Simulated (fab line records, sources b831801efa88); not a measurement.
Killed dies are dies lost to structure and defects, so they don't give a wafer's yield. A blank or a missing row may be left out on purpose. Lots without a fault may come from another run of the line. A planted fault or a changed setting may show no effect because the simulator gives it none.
fab line records | flow gf180mcu
record lots=6 wafers=16 last_day=34
route steps=602 shown MIM@509
lots that met no fault: from a run of the same line without faults
start_h: hours from the record's first day to the start of the lot's first wafer shown | wait_h: hours since the lot's step before | " the same as in the row above | L1.1+2: a row that stands for several wafers | - no value, or no start given | * or withheld: withheld | < > ~ a bound
route shown NAME@n: a module of which the file shows steps, and the number in the route of the first | usual: mean/standard deviation of fault-free wafers | same: alike in all rows | chamber/n: place in a boat | sites: the reading at each site | _std_site: their standard deviation | _edge_site: outer sites' mean less inner sites' | radius_mm: how far each site lies from the wafer's centre | mask NAME#n: copy n | behind: the tool/chamber that last shaped the wafer | hold: why the lot was held/for how many hours/how that ended | device: the transistor (n, p or np) that didn't switch | end of line: the same wafers' tests at the end of the route | a step without rows: its recipe alone | killed: dies lost to structure and defects at the first sort, not the wafer's yield | map: a wafer's dies, x killed, . not, _ none there
set.NAME: the setting as run; set.NAME@STEP: as run at that earlier step | model.NAME: the simulator's own value behind a step, which no gauge read
lots at some steps of the route; a table a step, a row a wafer
services: from which hour (start_h, from the record's first day; less than 0 if before it) a tool's chamber was out of use, for how many hours, and why
## steps
# step GF_MIM_THK_MEAS_06
# recipe reads=Si3N4_of_MIM_CVD_05
# usual MIM_CVD_05_THK=41.8/0.66
# columns lot.wafer tool chamber start_h wait_h MIM_CVD_05_THK[nm]
L141.2 film_metro-01 - 587.01 0.0 42.0
L141.4 " - " " 42.6
L141.5 " - " " 42.7
L148.1 film_metro-01 - 641.24 0.0 42.0
L148.5 " - " " 41.3
L150.1 film_metro-01 - 647.69 0.0 41.3
L150.4 " - " " 41.2
L155.4 film_metro-02 - 698.08 0.0 42.0
L155.5 " - " " 43.3
L155.6 " - " " 42.0
L161.2 film_metro-02 - 731.09 0.0 41.2
L161.3 " - " " 41.1
L161.6 " - " " 41.7
L160.1 film_metro-02 - 734.67 0.0 41.9
L160.2 " - " " 41.2
L160.6 " - " " 41.5
# step GF_MIM_SPUTTER_07
# recipe material=TiN target_thk_nm=60 power_w=6500 time_s=50 chamber_pressure_pa=0.4
# usual throttle_valve_pct=30.0/0.96
# columns lot.wafer tool chamber start_h wait_h throttle_valve_pct
L141.2 pvd_sputter-03 - 587.06 0.0 28.9
L141.4 " - " " 31.8
L141.5 " - " " 28.6
L148.1 pvd_sputter-04 - 641.30 0.1 30.6
L148.5 " - " " 28.9
L150.1 pvd_sputter-04 - 647.75 0.1 28.7
L150.4 " - " " 30.1
L155.4 pvd_sputter-03 - 698.11 0.0 28.6
L155.5 " - " " 28.8
L155.6 " - " " 31.9
L161.2 pvd_sputter-04 - 731.14 0.0 30.5
L161.3 " - " " 30.5
L161.6 " - " " 30.5
L160.1 pvd_sputter-02 - 734.73 0.1 30.4
L160.2 " - " " 30.8
L160.6 " - " " 31.3
# step GF_MIM_SPUTTER_08
# recipe material=AlCu target_thk_nm=200 power_w=10600 time_s=10.6 chamber_pressure_pa=0.4
# usual throttle_valve_pct=30.0/0.98
# columns lot.wafer tool chamber start_h wait_h throttle_valve_pct
L141.2 pvd_sputter-03 - 587.11 0.0 28.6
L141.4 " - " " 32.0
L141.5 " - " " 29.2
L148.1 pvd_sputter-04 - 641.34 0.0 30.7
L148.5 " - " " 28.5
L150.1 pvd_sputter-04 - 647.79 0.0 29.0
L150.4 " - " " 30.3
L155.4 pvd_sputter-03 - 698.15 0.0 28.6
L155.5 " - " " 28.6
L155.6 " - " " 32.0
L161.2 pvd_sputter-04 - 731.18 0.0 30.2
L161.3 " - " " 30.6
L161.6 " - " " 30.4
L160.1 pvd_sputter-02 - 734.78 0.0 30.2
L160.2 " - " " 30.9
L160.6 " - " " 31.0
# step GF_MIM_SPUTTER_09
# recipe material=TiN target_thk_nm=35 power_w=6500 time_s=29.2 chamber_pressure_pa=0.4
# usual throttle_valve_pct=30.0/0.99
# columns lot.wafer tool chamber start_h wait_h throttle_valve_pct
L141.2 pvd_sputter-03 - 587.13 0.0 28.8
L141.4 " - " " 31.9
L141.5 " - " " 28.7
L148.1 pvd_sputter-04 - 641.36 0.0 30.0
L148.5 " - " " 28.7
L150.1 pvd_sputter-04 - 647.81 0.0 28.8
L150.4 " - " " 30.7
L155.4 pvd_sputter-03 - 698.18 0.0 28.5
L155.5 " - " " 28.5
L155.6 " - " " 31.9
L161.2 pvd_sputter-04 - 731.20 0.0 30.3
L161.3 " - " " 30.3
L161.6 " - " " 30.6
L160.1 pvd_sputter-02 - 734.80 0.0 30.4
L160.2 " - " " 30.9
L160.6 " - " " 31.4
# step GF_MIM_RS_MEAS_10
# recipe thk_meas_gauge=four-point-probe reads=TiN_of_MIM_SPUTTER_09+AlCu_of_MIM_SPUTTER_08+TiN_of_MIM_SPUTTER_07
# usual MIM_ALCU_RS=0.1608/0.002
# columns lot.wafer tool chamber start_h wait_h MIM_ALCU_RS[ohm/sq]
L141.2 film_metro-04 - 587.18 0.0 0.1643
L141.4 " - " " 0.1645
L141.5 " - " " 0.1654
L148.1 film_metro-02 - 641.40 0.0 0.1611
L148.5 " - " " 0.1600
L150.1 film_metro-02 - 647.85 0.0 0.1607
L150.4 " - " " 0.1594
L155.4 film_metro-01 - 698.27 0.1 0.1634
L155.5 " - " " 0.1630
L155.6 " - " " 0.1620
L161.2 film_metro-02 - 731.26 0.0 0.1615
L161.3 " - " " 0.1632
L161.6 " - " " 0.1646
L160.1 film_metro-02 - 734.95 0.1 0.1578
L160.2 " - " " 0.1570
L160.6 " - " " 0.1602
# step GF_MIM_THK_MEAS_11
# recipe thk_meas_gauge=xrf reads=AlCu_of_MIM_SPUTTER_08
# usual MIM_ALCU_THK=199.1/2.7
# columns lot.wafer tool chamber start_h wait_h MIM_ALCU_THK[nm]
L141.2 film_metro-04 - 587.29 0.1 193.9
L141.4 " - " " 192.7
L141.5 " - " " 192.1
L148.1 film_metro-02 - 641.52 0.1 199.4
L148.5 " - " " 199.5
L150.1 film_metro-02 - 647.97 0.1 199.4
L150.4 " - " " 199.2
L155.4 film_metro-01 - 698.36 0.1 195.4
L155.5 " - " " 196.6
L155.6 " - " " 197.3
L161.2 film_metro-02 - 731.37 0.1 198.8
L161.3 " - " " 195.4
L161.6 " - " " 194.9
L160.1 film_metro-02 - 735.07 0.1 202.3
L160.2 " - " " 204.2
L160.6 " - " " 199.3
# step GF_MIM_DEHYDRATE_12
# recipe temp_c=200 time_s=60
# step GF_MIM_HMDS_13
# recipe prime_time_s=60 prime_temp_c=120
# step GF_MIM_COAT_14
# recipe resist=NOVOLAK spin_rpm=3000 resist_thk_nm=1000
# step GF_MIM_SOFTBAKE_15
# recipe temp_c=90 time_s=60 resist=NOVOLAK
# step GF_MIM_EXPOSE_16
# recipe mask_id=FuseTop target_cd_nm=2000 na=0.6 source_shape=conventional sigma_outer=0.6 dose_mj=140
# step GF_MIM_PEB_17
# recipe temp_c=withheld time_s=* resist=NOVOLAK
# step GF_MIM_DEVELOP_18
# recipe develop_time_s=60 dev_temp_c=23
# columns lot.wafer tool chamber start_h wait_h
L141.2+4+5 litho_track-01 0 607.42 0.1
L148.1+5 litho_track-04 0 660.73 0.1
L150.1+4 litho_track-04 0 667.33 0.1
L155.4+5+6 litho_track-01 0 715.57 0.1
L161.2+3+6 litho_track-04 0 748.00 0.1
L160.1+2+6 litho_track-04 0 750.93 0.1
# step GF_MIM_METAL_ETCH_19
# recipe chemistry=Cl2/BCl3 mask_material=NOVOLAK stop_on=Si3N4 target_depth_nm=324.5 pressure_mtorr=8 icp_w=800 bias_w=140 Cl2_flow_sccm=80 bcl3_flow_sccm=40 time_s=54.1
# usual drypump_motor_current_A=5.7/0.38 oes_product_au=0.940/0.0064 throttle_valve_pct=28.284/0.011
# columns lot.wafer tool chamber start_h wait_h drypump_motor_current_A oes_product_au rf_hours_counter_h throttle_valve_pct model.MIM.cd_nm
L141.2 rie_metal-04 1 607.54 0.1 5.7 0.934 5 28.303 1997
L141.4 " 0 " " 4.9 0.937 - 28.301 1997
L141.5 " 0 " " 4.9 0.923 - 28.287 1998
L148.1 rie_metal-01 0 660.88 0.1 5.7 0.943 1 28.283 2017
L148.5 " 1 " " 6.2 0.933 - 28.294 2018
L150.1 rie_metal-04 1 667.48 0.1 5.7 0.932 7 28.297 2023
L150.4 " 0 " " 5.0 0.939 - 28.285 2005
L155.4 rie_metal-04 0 715.67 0.1 4.9 0.939 - 28.304 2001
L155.5 " 1 " " 5.7 0.940 - 28.282 2001
L155.6 " 0 " " 4.9 0.934 - 28.286 2005
L161.2 rie_metal-01 1 748.13 0.1 6.2 0.944 9 28.281 1998
L161.3 " 0 " " 5.7 0.935 - 28.280 1996
L161.6 " 1 " " 6.1 0.927 - 28.297 2003
L160.1 rie_metal-01 0 751.08 0.1 5.7 0.946 4 28.283 2001
L160.2 " 1 " " 6.2 0.947 9 28.270 2005
L160.6 " 1 " " 6.2 0.935 - 28.275 2004
# step GF_MIM_STRIP_20
# recipe chemistry=O2/N2 power_w=1400 pressure_mtorr=1500 platen_temp_c=250 o2_flow_sccm=3000 n2_flow_sccm=300 overash_fraction=0.5
# usual drypump_motor_current_A=5.6/0.47 heater_power_w=328/28 oes_product_au=0.692/0.0048 strip_time_to_endpoint_s=11.22/0.052
# columns lot.wafer tool chamber start_h wait_h drypump_motor_current_A heater_power_w oes_product_au rf_hours_counter_h strip_time_to_endpoint_s
L141.2 plasma_asher-01 1 607.61 0.0 5.0 307 0.695 83 11.22
L141.4 " 0 " " 5.6 376 0.694 - 11.32
L141.5 " 1 " " 5.0 296 0.696 - 11.30
L148.1 plasma_asher-01 1 660.95 0.0 5.0 301 0.692 89 11.19
L148.5 " 1 " " 5.0 301 0.700 - 11.17
L150.1 plasma_asher-04 1 667.55 0.0 6.0 342 0.699 25 11.18
L150.4 " 0 " " 5.8 311 0.696 - 11.25
L155.4 plasma_asher-04 1 715.75 0.1 6.0 336 0.691 - 11.25
L155.5 " 0 " " 5.8 310 0.691 - 11.25
L155.6 " 1 " " 6.0 345 0.694 - 11.26
L161.2 plasma_asher-01 0 748.20 0.0 5.6 373 0.687 100 11.29
L161.3 " 1 " " 5.0 302 0.693 - 11.24
L161.6 " 0 " " 5.6 371 0.689 - 11.26
L160.1 plasma_asher-01 1 751.15 0.0 5.1 309 0.696 100 11.19
L160.2 " 0 " " 5.6 377 0.690 100 11.22
L160.6 " 1 " " 5.0 302 0.691 - 11.25
## services
# columns tool chamber start_h hours kind
pvd_sputter-03 - 588.24 3.9 repair
pvd_sputter-04 - 592.31 1.6 repair
rie_metal-01 0 603.35 - clean
rie_metal-01 0 603.35 14.6 scheduled_down
rie_metal-01 0 603.35 14.6 vent_cycle
rie_metal-04 0 627.64 - clean
rie_metal-04 0 627.64 14.6 scheduled_down
rie_metal-04 0 627.64 14.6 vent_cycle
plasma_asher-04 - 642.03 2.8 pm
rie_metal-01 0 642.52 14.5 repair
pvd_sputter-03 3 676.00 - consumable_replace:kit
pvd_sputter-03 3 676.00 18.0 scheduled_down
pvd_sputter-03 3 676.00 18.0 vent_cycle
plasma_asher-04 - 684.95 4.4 repair
rie_metal-04 - 688.46 3.1 repair
pvd_sputter-02 2 690.70 - consumable_replace:kit
pvd_sputter-02 2 690.70 18.0 scheduled_down
pvd_sputter-02 2 690.70 18.0 vent_cycle
pvd_sputter-04 - 705.50 5.8 repair
pvd_sputter-02 - 707.87 1.2 repair
pvd_sputter-04 0 736.25 - consumable_replace:kit
pvd_sputter-04 0 736.25 18.0 scheduled_down
pvd_sputter-04 0 736.25 18.0 vent_cycle
## key
first_sign none at tools or gauges
model_effect step=GF_MIM_METAL_ETCH_19 value=MIM.cd_nm without=2001 struck=2019
met_at GF_MIM_DEVELOP_18
struck_wafers L148.1,L148.5,L150.1
fault kind=process_parameter_drift tool=litho_track-04 chamber=- onset_h=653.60 steps=GF_MIM_DEVELOP_18 channel=develop_time_s offset=* shape=step end_h=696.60 scope=struck_wafers_only acts_in=* stated=*
